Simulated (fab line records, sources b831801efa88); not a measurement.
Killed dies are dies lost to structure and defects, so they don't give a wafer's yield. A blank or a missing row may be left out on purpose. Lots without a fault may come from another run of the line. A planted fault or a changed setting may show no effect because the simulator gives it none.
Which tool did it? | flow gf180mcu | 7 lots, 21 wafers sampled, at 1 step of a route of 602

WHAT THE GAUGES READ, wafer by wafer
GF_VT_IMPLANT_OVL_MEAS_40.
lot  | measured     | on         | VT_IMPLANT_03_OVL (nm)
L182 | day 7 19:46  | overlay-02 | 0.2 -0.1 -1.1
L184 | day 8 09:53  | overlay-02 | 0.4 -0.6 -0.6
L186 | day 9 02:38  | overlay-01 | 0.8 3.2 1.3
L188 | day 9 13:04  | overlay-01 | 0.2 -0.6 1.8
L195 | day 11 12:10 | overlay-01 | -0.1 0.8 0.4
L201 | day 13 03:23 | overlay-01 | 4.2 3.1 0.9
L204 | day 13 23:03 | overlay-02 | 3.2 1.5 4.8

WHICH TOOL RAN EACH LOT (tool, then ch and the chambers of the sampled wafers, then the start)
The record holds no process step before these readings.

THE ANSWER, worked out from the rows above alone
Rule: what is usual is taken from the lots themselves. Put in order of their means at a reading, lots are off if they are a third of the lots or fewer, leave a main group of 4 or more, and stand apart from it by a gap of 3 or more times the standard deviation of the main group's means; of several such gaps the widest counts. A main group whose means are all the same, to the digits that the tables above print for the reading, isn't used. A lot without any number at a reading at which 4 lots or more have one is off too. The other lots that the step has rows for count as sound.
No lot is off at any reading shown: from this, nothing can be told.

WHAT THE SIMULATOR HAD PUT IN
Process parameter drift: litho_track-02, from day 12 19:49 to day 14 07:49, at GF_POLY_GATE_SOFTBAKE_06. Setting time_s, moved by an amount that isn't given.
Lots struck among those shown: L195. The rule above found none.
